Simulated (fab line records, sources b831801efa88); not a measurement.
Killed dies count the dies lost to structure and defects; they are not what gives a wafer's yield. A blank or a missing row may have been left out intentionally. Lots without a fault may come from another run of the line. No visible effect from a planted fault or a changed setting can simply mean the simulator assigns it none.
Chamber matching || flow sky130 || cmp-02 running SKY_LI_CONTACT_CMP_24: 4 sister chambers
The step polishes, stops on PSG, t overpolish 20 s, target thk 0 nm. 7 wafers are shown with their chamber, then 8 later ones without.

## WAFERS, EACH WITH ITS CHAMBER
{"wafer": "L804.3", "chamber": 1, "motorCurrentA (A)": 12.6, "overpolishRunS (s)": 20.006}
{"wafer": "L804.4", "chamber": 3, "motorCurrentA (A)": 12.7, "overpolishRunS (s)": 19.997}
{"wafer": "L804.5", "chamber": 2, "motorCurrentA (A)": 13.1, "overpolishRunS (s)": 19.988}
{"wafer": "L813.1", "chamber": 3, "motorCurrentA (A)": 12.0, "overpolishRunS (s)": 20.007}
{"wafer": "L813.2", "chamber": 1, "motorCurrentA (A)": 12.2, "overpolishRunS (s)": 20.015}
{"wafer": "L813.6", "chamber": 0, "motorCurrentA (A)": 11.0, "overpolishRunS (s)": 19.993}
{"wafer": "L815.2", "chamber": 0, "motorCurrentA (A)": 9.9, "overpolishRunS (s)": 20.005}

## WAFERS WITH NO CHAMBER GIVEN
{"wafer": "L815.3", "motorCurrentA (A)": 13.4, "overpolishRunS (s)": 20.006}
{"wafer": "L815.4", "motorCurrentA (A)": 12.4, "overpolishRunS (s)": 19.988}
{"wafer": "L817.1", "motorCurrentA (A)": 12.2, "overpolishRunS (s)": 20.005}
{"wafer": "L817.5", "motorCurrentA (A)": 12.8, "overpolishRunS (s)": 20.006}
{"wafer": "L817.6", "motorCurrentA (A)": 12.0, "overpolishRunS (s)": 20.006}
{"wafer": "L819.1", "motorCurrentA (A)": 11.8, "overpolishRunS (s)": 20.007}
{"wafer": "L819.2", "motorCurrentA (A)": 13.4, "overpolishRunS (s)": 20.004}
{"wafer": "L819.5", "motorCurrentA (A)": 12.5, "overpolishRunS (s)": 19.997}

## THE CHAMBER EACH PASSED THROUGH
{"wafer": "L815.3", "from the rows above": "can't be placed: 1 or 3 or 2", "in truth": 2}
{"wafer": "L815.4", "from the rows above": "can't be placed: 2 or 3 or 1", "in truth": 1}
{"wafer": "L817.1", "from the rows above": "can't be placed: 3 or 1", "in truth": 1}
{"wafer": "L817.5", "from the rows above": "can't be placed: 1 or 3 or 2", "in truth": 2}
{"wafer": "L817.6", "from the rows above": "can't be placed: 3 or 1", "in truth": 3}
{"wafer": "L819.1", "from the rows above": "can't be placed: 1 or 3 or 0", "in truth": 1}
{"wafer": "L819.2", "from the rows above": "can't be placed: 3 or 1 or 2", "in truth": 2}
{"wafer": "L819.5", "from the rows above": "can't be placed: 3 or 2 or 1", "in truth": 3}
Correct placement for 0 of the 8. Cannot be placed on the basis of these rows: 8; the candidates contain the true chamber in 8. 0 placed wrongly.
How it was worked out, from the rows above alone: a wafer's distance from a chamber is the root of the sum, over the readings, of the square of ((its reading less the chamber's mean) divided by the reading's scatter). If the next closest chamber is less than 2 further off than the closest, the wafer can't be placed; otherwise it belongs to the closest. For every chamber, the mean is computed from those of its wafers that are shown. How the scatter is found: for the shown wafers, subtract from each reading the mean of its chamber, square and add these, divide the total by (wafers less chambers), then take the root.
